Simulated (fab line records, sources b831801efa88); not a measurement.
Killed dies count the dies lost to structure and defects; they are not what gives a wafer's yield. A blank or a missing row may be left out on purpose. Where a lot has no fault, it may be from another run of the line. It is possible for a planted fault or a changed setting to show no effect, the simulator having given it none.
A sampling plan put to the test	flow sky130	each of the 55 faults these records tell of, on one fab line, judged from the records of the lots it struck
Plan = the line's own looks (route steps where a gauge or an inspection reads the wafer without altering it). A look is open to judgement when struck wafers have a number at it and the file gives its usual mean and standard deviation on fault-free wafers. Caught: at a look after the fault's first step, the mean of the struck wafers lies 4 or more of those standard deviations (sigma) from the usual mean. On the tool: the identical test, applied to the tool's own readings at the steps of the fault. Also counted as caught: the struck wafers showing another recipe, or a record that is empty for them alone.

== THE FAULTS, as the simulator had put them in ==
1. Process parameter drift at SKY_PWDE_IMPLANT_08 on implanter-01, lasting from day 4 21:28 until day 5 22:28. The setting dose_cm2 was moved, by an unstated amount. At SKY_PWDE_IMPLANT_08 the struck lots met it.
2. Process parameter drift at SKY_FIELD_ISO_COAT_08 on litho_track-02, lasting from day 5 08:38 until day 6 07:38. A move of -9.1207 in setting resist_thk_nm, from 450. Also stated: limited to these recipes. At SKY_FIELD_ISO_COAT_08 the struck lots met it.
3. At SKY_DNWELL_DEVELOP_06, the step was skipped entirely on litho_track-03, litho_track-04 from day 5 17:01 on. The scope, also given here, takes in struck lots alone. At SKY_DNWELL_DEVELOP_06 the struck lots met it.
4. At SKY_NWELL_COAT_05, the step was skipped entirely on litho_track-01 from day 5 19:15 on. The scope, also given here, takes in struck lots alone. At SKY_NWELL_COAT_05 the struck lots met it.
5. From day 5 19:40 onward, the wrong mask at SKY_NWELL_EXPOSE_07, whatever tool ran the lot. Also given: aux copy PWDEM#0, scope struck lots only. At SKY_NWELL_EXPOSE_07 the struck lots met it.
6. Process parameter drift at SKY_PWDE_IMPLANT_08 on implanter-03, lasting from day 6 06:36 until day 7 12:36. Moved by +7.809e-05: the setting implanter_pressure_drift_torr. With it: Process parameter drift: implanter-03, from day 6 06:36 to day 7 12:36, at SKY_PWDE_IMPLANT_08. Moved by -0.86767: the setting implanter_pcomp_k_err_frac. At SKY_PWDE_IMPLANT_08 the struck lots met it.
7. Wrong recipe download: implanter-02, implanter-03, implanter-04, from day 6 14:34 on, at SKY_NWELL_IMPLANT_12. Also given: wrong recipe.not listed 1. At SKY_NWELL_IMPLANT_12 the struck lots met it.
8. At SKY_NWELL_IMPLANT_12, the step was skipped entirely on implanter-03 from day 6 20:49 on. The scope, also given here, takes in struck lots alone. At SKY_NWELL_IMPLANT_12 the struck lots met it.
9. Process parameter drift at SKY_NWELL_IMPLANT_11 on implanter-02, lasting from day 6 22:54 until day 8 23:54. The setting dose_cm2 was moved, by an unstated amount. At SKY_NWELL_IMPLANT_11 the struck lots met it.
10. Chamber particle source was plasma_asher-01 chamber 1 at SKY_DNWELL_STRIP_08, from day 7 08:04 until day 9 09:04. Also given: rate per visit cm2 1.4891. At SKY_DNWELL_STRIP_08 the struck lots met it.
11. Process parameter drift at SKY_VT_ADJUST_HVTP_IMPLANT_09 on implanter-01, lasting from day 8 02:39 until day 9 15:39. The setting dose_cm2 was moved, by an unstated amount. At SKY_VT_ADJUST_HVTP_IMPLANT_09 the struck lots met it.
12. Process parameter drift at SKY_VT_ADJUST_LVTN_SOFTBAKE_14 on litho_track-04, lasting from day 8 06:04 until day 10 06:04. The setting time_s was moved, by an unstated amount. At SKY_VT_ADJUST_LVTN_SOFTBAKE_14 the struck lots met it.
13. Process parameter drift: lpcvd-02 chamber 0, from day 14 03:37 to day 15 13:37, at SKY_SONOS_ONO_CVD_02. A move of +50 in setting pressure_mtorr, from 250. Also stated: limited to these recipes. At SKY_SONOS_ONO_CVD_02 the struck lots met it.
14. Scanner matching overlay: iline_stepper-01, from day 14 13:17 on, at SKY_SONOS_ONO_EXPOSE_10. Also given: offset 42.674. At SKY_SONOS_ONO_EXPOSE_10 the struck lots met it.
15. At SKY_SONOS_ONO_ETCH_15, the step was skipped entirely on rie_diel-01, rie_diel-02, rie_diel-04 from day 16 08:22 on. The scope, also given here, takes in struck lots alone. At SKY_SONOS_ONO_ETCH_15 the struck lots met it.
16. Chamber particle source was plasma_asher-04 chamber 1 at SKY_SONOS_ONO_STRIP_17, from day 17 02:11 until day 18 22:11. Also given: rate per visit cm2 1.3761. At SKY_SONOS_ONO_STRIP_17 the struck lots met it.
17. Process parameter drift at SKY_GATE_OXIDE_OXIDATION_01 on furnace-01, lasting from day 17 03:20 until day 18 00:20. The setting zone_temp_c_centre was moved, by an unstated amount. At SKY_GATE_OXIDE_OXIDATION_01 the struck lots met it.
18. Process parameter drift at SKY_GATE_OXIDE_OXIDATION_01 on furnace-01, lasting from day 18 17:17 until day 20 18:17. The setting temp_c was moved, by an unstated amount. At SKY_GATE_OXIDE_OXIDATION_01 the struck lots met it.
19. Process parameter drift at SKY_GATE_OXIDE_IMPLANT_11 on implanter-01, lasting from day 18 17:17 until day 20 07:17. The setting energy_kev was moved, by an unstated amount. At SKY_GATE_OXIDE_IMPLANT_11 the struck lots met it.
20. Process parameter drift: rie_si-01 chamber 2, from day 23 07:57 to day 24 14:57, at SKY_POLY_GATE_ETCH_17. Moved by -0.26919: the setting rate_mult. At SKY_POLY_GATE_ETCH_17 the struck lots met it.
21. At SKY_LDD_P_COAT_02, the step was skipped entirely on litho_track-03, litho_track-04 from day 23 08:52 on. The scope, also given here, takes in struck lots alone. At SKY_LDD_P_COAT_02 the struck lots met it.
22. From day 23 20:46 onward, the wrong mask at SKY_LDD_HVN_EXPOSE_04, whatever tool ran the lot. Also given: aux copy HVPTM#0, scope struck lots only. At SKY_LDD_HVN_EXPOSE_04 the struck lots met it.
23. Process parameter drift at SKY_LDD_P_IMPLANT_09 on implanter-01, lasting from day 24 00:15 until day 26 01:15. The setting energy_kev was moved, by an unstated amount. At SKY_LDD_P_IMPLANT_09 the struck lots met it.
24. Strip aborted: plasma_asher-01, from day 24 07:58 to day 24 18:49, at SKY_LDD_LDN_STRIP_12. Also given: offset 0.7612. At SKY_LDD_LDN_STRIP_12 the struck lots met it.
25. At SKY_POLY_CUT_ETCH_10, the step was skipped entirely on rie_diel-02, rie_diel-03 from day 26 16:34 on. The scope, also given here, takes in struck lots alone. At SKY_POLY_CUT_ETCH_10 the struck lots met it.
26. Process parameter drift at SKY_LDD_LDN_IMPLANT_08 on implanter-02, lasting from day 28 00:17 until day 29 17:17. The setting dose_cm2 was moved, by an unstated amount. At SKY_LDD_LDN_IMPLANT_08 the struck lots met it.
27. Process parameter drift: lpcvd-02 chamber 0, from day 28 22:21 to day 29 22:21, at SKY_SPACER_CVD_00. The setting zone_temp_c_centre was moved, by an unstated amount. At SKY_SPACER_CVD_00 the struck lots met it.
28. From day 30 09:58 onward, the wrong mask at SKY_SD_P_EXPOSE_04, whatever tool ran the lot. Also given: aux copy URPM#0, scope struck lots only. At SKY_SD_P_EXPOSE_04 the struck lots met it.
29. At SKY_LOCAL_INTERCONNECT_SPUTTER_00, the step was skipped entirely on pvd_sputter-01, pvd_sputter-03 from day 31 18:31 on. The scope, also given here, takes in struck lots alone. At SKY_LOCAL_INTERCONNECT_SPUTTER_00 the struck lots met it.
30. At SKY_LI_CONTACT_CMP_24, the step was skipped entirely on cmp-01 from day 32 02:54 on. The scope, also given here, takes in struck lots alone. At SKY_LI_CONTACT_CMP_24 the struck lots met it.
31. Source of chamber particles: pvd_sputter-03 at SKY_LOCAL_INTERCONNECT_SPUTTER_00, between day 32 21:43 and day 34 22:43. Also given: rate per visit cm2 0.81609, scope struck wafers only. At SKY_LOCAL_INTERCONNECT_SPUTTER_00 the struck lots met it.
32. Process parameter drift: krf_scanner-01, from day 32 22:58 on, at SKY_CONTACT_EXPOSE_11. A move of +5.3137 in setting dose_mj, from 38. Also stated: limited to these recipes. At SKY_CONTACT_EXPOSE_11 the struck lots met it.
33. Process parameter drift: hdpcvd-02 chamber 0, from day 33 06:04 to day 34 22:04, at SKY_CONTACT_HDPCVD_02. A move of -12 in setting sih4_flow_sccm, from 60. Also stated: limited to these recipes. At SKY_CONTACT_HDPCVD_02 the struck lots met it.
34. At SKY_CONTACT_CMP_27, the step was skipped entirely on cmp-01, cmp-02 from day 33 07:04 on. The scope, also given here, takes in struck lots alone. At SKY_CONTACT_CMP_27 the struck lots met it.
35. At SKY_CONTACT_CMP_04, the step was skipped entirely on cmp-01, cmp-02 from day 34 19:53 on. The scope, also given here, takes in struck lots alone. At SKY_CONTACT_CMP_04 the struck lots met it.
36. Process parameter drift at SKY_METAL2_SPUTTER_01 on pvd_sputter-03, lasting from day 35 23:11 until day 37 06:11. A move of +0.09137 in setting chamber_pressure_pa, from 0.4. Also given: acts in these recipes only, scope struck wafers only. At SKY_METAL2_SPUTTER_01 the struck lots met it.
37. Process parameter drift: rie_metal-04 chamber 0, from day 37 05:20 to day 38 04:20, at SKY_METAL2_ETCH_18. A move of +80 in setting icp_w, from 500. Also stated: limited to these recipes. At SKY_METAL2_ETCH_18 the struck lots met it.
38. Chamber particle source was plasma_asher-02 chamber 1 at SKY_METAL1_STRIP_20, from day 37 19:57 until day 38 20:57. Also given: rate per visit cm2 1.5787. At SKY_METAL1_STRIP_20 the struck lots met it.
39. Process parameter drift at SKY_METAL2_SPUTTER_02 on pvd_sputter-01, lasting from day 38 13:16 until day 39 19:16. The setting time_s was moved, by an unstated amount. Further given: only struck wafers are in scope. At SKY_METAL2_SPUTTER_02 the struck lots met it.
40. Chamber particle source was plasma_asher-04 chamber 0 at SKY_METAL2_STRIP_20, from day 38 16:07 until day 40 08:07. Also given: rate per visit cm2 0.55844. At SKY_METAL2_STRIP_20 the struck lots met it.
41. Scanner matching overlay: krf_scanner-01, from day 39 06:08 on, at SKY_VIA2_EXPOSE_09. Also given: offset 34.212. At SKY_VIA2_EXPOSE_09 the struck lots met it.
42. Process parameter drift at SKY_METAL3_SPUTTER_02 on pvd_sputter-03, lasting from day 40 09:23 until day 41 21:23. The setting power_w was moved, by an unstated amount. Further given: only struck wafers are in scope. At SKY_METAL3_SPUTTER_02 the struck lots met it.
43. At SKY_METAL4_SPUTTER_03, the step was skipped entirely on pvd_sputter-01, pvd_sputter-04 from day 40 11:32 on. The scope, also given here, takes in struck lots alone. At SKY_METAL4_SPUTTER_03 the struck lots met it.
44. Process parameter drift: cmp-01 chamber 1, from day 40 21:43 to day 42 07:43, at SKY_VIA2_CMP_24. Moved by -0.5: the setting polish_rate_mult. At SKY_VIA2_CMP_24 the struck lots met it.
45. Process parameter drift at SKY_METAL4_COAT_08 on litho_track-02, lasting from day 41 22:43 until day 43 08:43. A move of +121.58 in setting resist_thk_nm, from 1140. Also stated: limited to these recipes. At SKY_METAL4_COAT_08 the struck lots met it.
46. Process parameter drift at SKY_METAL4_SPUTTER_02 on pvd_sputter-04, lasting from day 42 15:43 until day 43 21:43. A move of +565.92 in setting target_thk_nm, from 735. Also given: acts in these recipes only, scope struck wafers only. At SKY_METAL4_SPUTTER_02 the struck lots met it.
47. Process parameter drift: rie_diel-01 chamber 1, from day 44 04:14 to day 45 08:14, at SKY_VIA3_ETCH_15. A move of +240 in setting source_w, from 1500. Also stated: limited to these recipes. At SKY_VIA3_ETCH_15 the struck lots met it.
48. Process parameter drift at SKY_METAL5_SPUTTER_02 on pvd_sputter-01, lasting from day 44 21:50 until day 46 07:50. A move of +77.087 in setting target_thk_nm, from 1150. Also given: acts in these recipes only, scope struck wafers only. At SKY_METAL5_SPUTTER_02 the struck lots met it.
49. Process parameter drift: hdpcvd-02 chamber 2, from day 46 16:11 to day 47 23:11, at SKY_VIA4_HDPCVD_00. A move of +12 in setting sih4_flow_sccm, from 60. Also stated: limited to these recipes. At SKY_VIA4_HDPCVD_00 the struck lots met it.
50. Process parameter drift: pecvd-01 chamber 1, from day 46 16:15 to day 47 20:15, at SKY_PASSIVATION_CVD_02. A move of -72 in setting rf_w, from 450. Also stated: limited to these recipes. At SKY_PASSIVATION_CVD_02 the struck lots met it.
51. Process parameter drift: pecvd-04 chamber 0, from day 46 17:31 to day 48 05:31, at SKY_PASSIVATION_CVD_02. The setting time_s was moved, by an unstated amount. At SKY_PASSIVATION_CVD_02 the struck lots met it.
52. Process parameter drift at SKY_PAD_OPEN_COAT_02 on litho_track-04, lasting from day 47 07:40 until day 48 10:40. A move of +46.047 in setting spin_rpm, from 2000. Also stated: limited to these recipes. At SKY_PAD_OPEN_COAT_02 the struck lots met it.
53. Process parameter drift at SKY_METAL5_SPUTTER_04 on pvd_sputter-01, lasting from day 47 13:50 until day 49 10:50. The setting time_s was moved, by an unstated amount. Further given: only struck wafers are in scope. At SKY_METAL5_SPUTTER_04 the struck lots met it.
54. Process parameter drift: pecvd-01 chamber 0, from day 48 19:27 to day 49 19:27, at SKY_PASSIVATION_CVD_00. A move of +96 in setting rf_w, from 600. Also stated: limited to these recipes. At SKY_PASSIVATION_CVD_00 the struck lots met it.
55. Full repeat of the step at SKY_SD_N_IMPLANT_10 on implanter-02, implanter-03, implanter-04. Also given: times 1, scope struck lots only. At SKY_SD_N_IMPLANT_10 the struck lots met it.

== WHAT THE PLAN SAW ==
fault	on the tool itself	first look that catches it	reading, sigma	median hours from its first step to that look	hours from the fault's start to the first struck lot there	judged looks passed uncaught
1	dose_ions_cm2 +99 or beyond sigma	SKY_PWDE_TW_MEAS_10	PWDE_TW +15	0.2	15	0
2	no reading that can be judged	not the one look that can be judged after it	-	-	-	1
3	the tool's record is blank for the struck wafers	SKY_DNWELL_TW_MEAS_09	DNWELL_TW -99 or beyond	1.0	3	0
4	the tool's record is blank for the struck wafers	SKY_NWELL_TW_MEAS_26	NWELL_2_TW +99 or beyond	29.4	31	0
5	under 2 sigma	SKY_NWELL_TW_MEAS_15	NWELL_TW -99 or beyond	9.7	12	0
6	end_station_pressure_torr +99 or beyond sigma	SKY_PWDE_TW_MEAS_10	PWDE_TW +9.4	0.2	3	0
7	under 2 sigma	none of the 3 looks that can be judged after it	strongest: NWELL_TW at SKY_NWELL_TW_MEAS_15, +2.8	-	-	3
8	the tool's record is blank for the struck wafers	SKY_NWELL_RS_MEAS_29	NWELL_RS +29	20.9	23	0
9	dose_ions_cm2 +99 or beyond sigma	SKY_NWELL_TW_MEAS_15	NWELL_TW +5.4	0.5	12	0
10	under 2 sigma	no look after it can be judged	-	-	-	0
11	dose_ions_cm2 -99 or beyond sigma	SKY_VT_ADJUST_HVTP_TW_MEAS_11	VT_ADJUST_HVTP_TW -99 or beyond	0.2	8	0
12	run_length_s +79 sigma	not the one look that can be judged after it	-	-	-	1
13	pressure_mtorr +92 sigma	SKY_SONOS_ONO_THK_MEAS_03	SONOS_ONO_CVD_02_THK +4.9	1.3	5	0
14	no reading that can be judged	SKY_SONOS_ONO_OVL_MEAS_14	SONOS_ONO_OVL +27	13.5	29	0
15	no reading that can be judged	no look after it can be judged	-	-	-	0
16	under 2 sigma	not the one look that can be judged after it	-	-	-	1
17	spike_tc_centre_C -15 sigma	none of the 3 looks that can be judged after it	strongest: GATE_OXIDE_OXIDATION_00_THK at SKY_GATE_OXIDE_THK_MEAS_02, -2.6	-	-	3
18	tube_center_temp_C -68 sigma	none of the 3 looks that can be judged after it	strongest: GATE_OXIDE_OXIDATION_00_THK at SKY_GATE_OXIDE_THK_MEAS_02, -3.5	-	-	3
19	beam_energy_keV +99 or beyond sigma	SKY_GATE_OXIDE_TW_MEAS_14	GATE_OXIDE_TW +5.9	0.3	6	0
20	oes_product_au -32 sigma	no look after it can be judged	-	-	-	0
21	the tool's record is blank for the struck wafers	SKY_LDD_HVN_TW_MEAS_10	LDD_HVN_TW +4.4	45.9	46	0
22	under 2 sigma	SKY_LDD_HVN_TW_MEAS_10	LDD_HVN_TW -99 or beyond	15.3	33	0
23	beam_energy_keV -99 or beyond sigma	SKY_LDD_P_TW_MEAS_11	LDD_P_TW -9.4	0.2	1	0
24	oes_product_au +45 sigma	no look after it can be judged	-	-	-	0
25	the tool's record is blank for the struck wafers	no look after it can be judged	-	-	-	0
26	dose_ions_cm2 -99 or beyond sigma	SKY_LDD_LDN_TW_MEAS_13	LDD_LDN_TW -6.6	0.7	8	0
27	zone_power_centre_pct +20 sigma	SKY_SPACER_THK_MEAS_01	SPACER_CVD_00_THK +6.9	2.3	9	0
28	no reading that can be judged	SKY_SD_P_TW_MEAS_11	SD_P_TW -99 or beyond	13.9	17	0
29	the tool's record is blank for the struck wafers	not the one look that can be judged after it	-	-	-	1
30	the tool's record is blank for the struck wafers	no look after it can be judged	-	-	-	0
31	under 2 sigma	not the one look that can be judged after it	-	-	-	1
32	exposure_dose_mJ_cm2 +99 or beyond sigma	SKY_CONTACT_CD_MEAS_14	cd_nm +14	12.6	20	0
33	sih4_flow_sccm -66 sigma	SKY_CONTACT_THK_MEAS_03	CONTACT_HDPCVD_THK -23	0.1	2	0
34	the tool's record is blank for the struck wafers	no look after it can be judged	-	-	-	0
35	the tool's record is blank for the struck wafers	not the one look that can be judged after it	-	-	-	1
36	chamber_pressure_pa +99 or beyond sigma	no look after it can be judged	-	-	-	0
37	rf_fwd_power_W +30 sigma	no look after it can be judged	-	-	-	0
38	under 2 sigma	not the one look that can be judged after it	-	-	-	1
39	under 2 sigma	SKY_METAL2_RS_MEAS_05	METAL2_ALCU_RS +6.0	0.1	13	0
40	only faintly: oes_product_au +2.0 sigma	none of the 6 looks that can be judged after it	strongest: VIA2_W_THK at SKY_VIA2_THK_MEAS_23, -2.4	-	-	6
41	no reading that can be judged	SKY_VIA2_OVL_MEAS_13	VIA2_OVL +5.8	11.6	29	1
42	cathode_dc_power_W -99 or beyond sigma	no look after it can be judged	-	-	-	0
43	the tool's record is blank for the struck wafers	no look after it can be judged	-	-	-	0
44	overpolish_run_s -99 or beyond sigma	no look after it can be judged	-	-	-	0
45	no reading that can be judged	not the one look that can be judged after it	strongest: cd_nm at SKY_METAL4_CD_MEAS_13, +3.2	-	-	1
46	under 2 sigma	no look after it can be judged	-	-	-	0
47	rf_fwd_power_W +42 sigma	no look after it can be judged	-	-	-	0
48	under 2 sigma	SKY_METAL5_RS_MEAS_05	METAL5_ALCU_RS -7.7	0.2	5	0
49	sih4_flow_sccm +60 sigma	SKY_VIA4_THK_MEAS_01	VIA4_HDPCVD_THK +19	0.2	3	0
50	rf_fwd_power_W -52 sigma	SKY_PASSIVATION_THK_MEAS_03	PASSIVATION_CVD_02_THK -6.2	0.2	15	0
51	under 2 sigma	SKY_PASSIVATION_THK_MEAS_03	PASSIVATION_CVD_02_THK +7.3	0.2	12	0
52	spin_speed_rpm +30 sigma	no look after it can be judged	-	-	-	0
53	under 2 sigma	none of the 2 looks that can be judged after it	-	-	-	2
54	rf_fwd_power_W +31 sigma	not the one look that can be judged after it	strongest: PASSIVATION_CVD_00_THK at SKY_PASSIVATION_THK_MEAS_01, +3.1	-	-	1
55	no reading that can be judged	SKY_SD_N_RS_MEAS_16	SD_N_RS -24	0.9	-	0
A dash: the fault is not caught, or the number is missing from these records.

Caught at a look: 26 of 55. Caught on the tool: 35 of 55. By one or the other: 44 of 55.
Faults caught by the tool alone: 12, 17, 18, 20, 24, 25, 29, 30, 34, 35, 36, 37, 42, 43, 44, 47, 52, 54.
Caught at a look alone: faults 5, 14, 22, 28, 39, 41, 48, 51, 55.
Caught by neither: faults 2, 7, 10, 15, 16, 31, 38, 40, 45, 46, 53.

== THINNER SAMPLING ==
In the worst case, this is how late the first struck lot would be measured if the look that catches a fault measured only every second or every third lot, by lot number:
fault	struck lots at that look, in order of time	every lot	every second lot	every third lot
1	L107, L108	15 h	20 h	may miss all 2
3	L348, L349	3 h	9 h	may miss all 2
4	L718, L719	31 h	36 h	may miss all 2
5	L728	12 h	may miss it	may miss it
6	L785, L786	3 h	9 h	may miss all 2
8	L981, L982	23 h	30 h	may miss all 2
9	L843, L845	12 h	may miss all 2	may miss all 2
11	L387, L388	8 h	15 h	may miss all 2
13	L853, L854	5 h	12 h	may miss all 2
14	L165, L166	29 h	57 h	may miss all 2
19	L807, L808, L809	6 h	14 h	25 h
21	L757, L758	46 h	47 h	may miss all 2
22	L505	33 h	may miss it	may miss it
23	L377, L381	1 h	may miss all 2	may miss all 2
26	L809, L812	8 h	30 h	may miss all 2
27	L627, L629	9 h	may miss all 2	may miss all 2
28	L575	17 h	may miss it	may miss it
32	L225, L227, L228, L229	20 h	35 h	73 h
33	L225, L226	2 h	39 h	may miss all 2
39	L413	13 h	may miss it	may miss it
41	L724, L728, L729	29 h	57 h	57 h
48	L129, L131	5 h	may miss all 2	may miss all 2
49	L960, L961	3 h	4 h	may miss all 2
50	L571	15 h	may miss it	may miss it
51	L963, L960	12 h	14 h	may miss all 2
Hours: fault start to first struck lot measured. The limit of 4 sigma was tested on all struck wafers together, so one lot alone may lie under it. Other struck lots may not be in these records.

== THE LONGEST TIMED WAY FROM STEP TO LOOK ==
Fault 21: a median of 45.9 hours passes between SKY_LDD_P_COAT_02 and SKY_LDD_HVN_TW_MEAS_10. No look between them can be judged.
